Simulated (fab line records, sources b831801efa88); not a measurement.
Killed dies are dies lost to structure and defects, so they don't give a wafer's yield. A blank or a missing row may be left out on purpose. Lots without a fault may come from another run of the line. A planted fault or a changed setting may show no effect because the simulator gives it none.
Which tool did it? | flow sfq_line | 14 lots, 42 wafers sampled, at 2 steps of a route of 325

WHAT THE GAUGES READ, wafer by wafer
SFQ_I0_OVL_MEAS_908. Usual: I0_OVL 2 nm, standard deviation 6.3.
lot  | measured     | on         | I0_OVL (nm) | flag
L583 | day 13 06:26 | overlay-02 | 5 -2 -3     |
L584 | day 13 14:50 | overlay-01 | 3 -1 4      |
L585 | day 13 20:50 | overlay-02 | 3 -1 8      |
L586 | day 15 02:22 | overlay-02 | -4 3 2      |
L587 | day 15 08:22 | overlay-01 | -9 -9 -10   |
L589 | day 15 20:12 | overlay-02 | -5 -3 -5    |
L591 | day 16 11:48 | overlay-01 | 11 6 7      |
L592 | day 23 01:33 | overlay-02 | 12 2 8      |
L593 | day 23 11:10 | overlay-02 | 12 -1 8     |
L594 | day 24 00:21 | overlay-01 | -2 3 -4     |
L599 | day 25 10:04 | overlay-02 | -3 -4 -2    |
L603 | day 28 00:32 | overlay-02 | -5 -2 -3    |
L604 | day 28 11:19 | overlay-01 | 4 12 4      |
L605 | day 28 20:56 | overlay-02 | 0 2 0       |

SFQ_M2_OVL_MEAS_916. Usual: M2_OVL 0 nm, standard deviation 5.6.
lot  | measured     | on         | M2_OVL (nm) | flag
L583 | day 26 04:00 | overlay-02 | -1 -2 -8    |
L584 | day 26 11:12 | overlay-02 | 1 10 0      |
L585 | day 26 20:34 | overlay-02 | 1 8 0       |
L586 | day 28 12:34 | overlay-01 | -9 -2 -10   |
L587 | day 28 17:14 | overlay-01 | 1 -1 5      |
L589 | day 29 09:26 | overlay-01 | 6 -3 3      |
L591 | day 36 03:05 | overlay-01 | 1 9 4       |
L592 | day 36 16:17 | overlay-02 | 4 3 -5      |
L593 | day 37 02:11 | overlay-01 | 3 -6 1      |
L594 | day 37 08:10 | overlay-01 | 13 13 6     |
L599 | day 38 18:27 | overlay-01 | 3 -11 -1    |
L603 | day 41 02:03 | overlay-02 | 6 7 12      |
L604 | day 41 13:58 | overlay-02 | -12 -1 -6   |
L605 | day 42 03:10 | overlay-01 | -1 0 2      |

WHICH TOOL RAN EACH LOT (tool, then ch and the chambers of the sampled wafers, then the start)
The record holds no process step before these readings.

WHAT THE TOOLS THEMSELVES READ (means of the sampled wafers that have a number; where no wafer has one, the mark that the record gives instead)
The record holds no such reading with a usual standard deviation.

THE ANSWER, worked out from the rows above alone
Rule: a lot is off if the mean of its wafers that have a number lies more than 3 standard deviations from the usual mean. A lot without any number at a reading at which 4 lots or more have one is off too. The other lots that the step has rows for count as sound. The gauges are gone through in route order, then the tools' own readings, and for those a lot's mean is taken as printed above. The first step at which some lot is off is used, and at that step the reading that is off furthest; a lot without a number counts as furthest.
No lot is off at any reading shown: from this, nothing can be told.

WHAT THE SIMULATOR HAD PUT IN
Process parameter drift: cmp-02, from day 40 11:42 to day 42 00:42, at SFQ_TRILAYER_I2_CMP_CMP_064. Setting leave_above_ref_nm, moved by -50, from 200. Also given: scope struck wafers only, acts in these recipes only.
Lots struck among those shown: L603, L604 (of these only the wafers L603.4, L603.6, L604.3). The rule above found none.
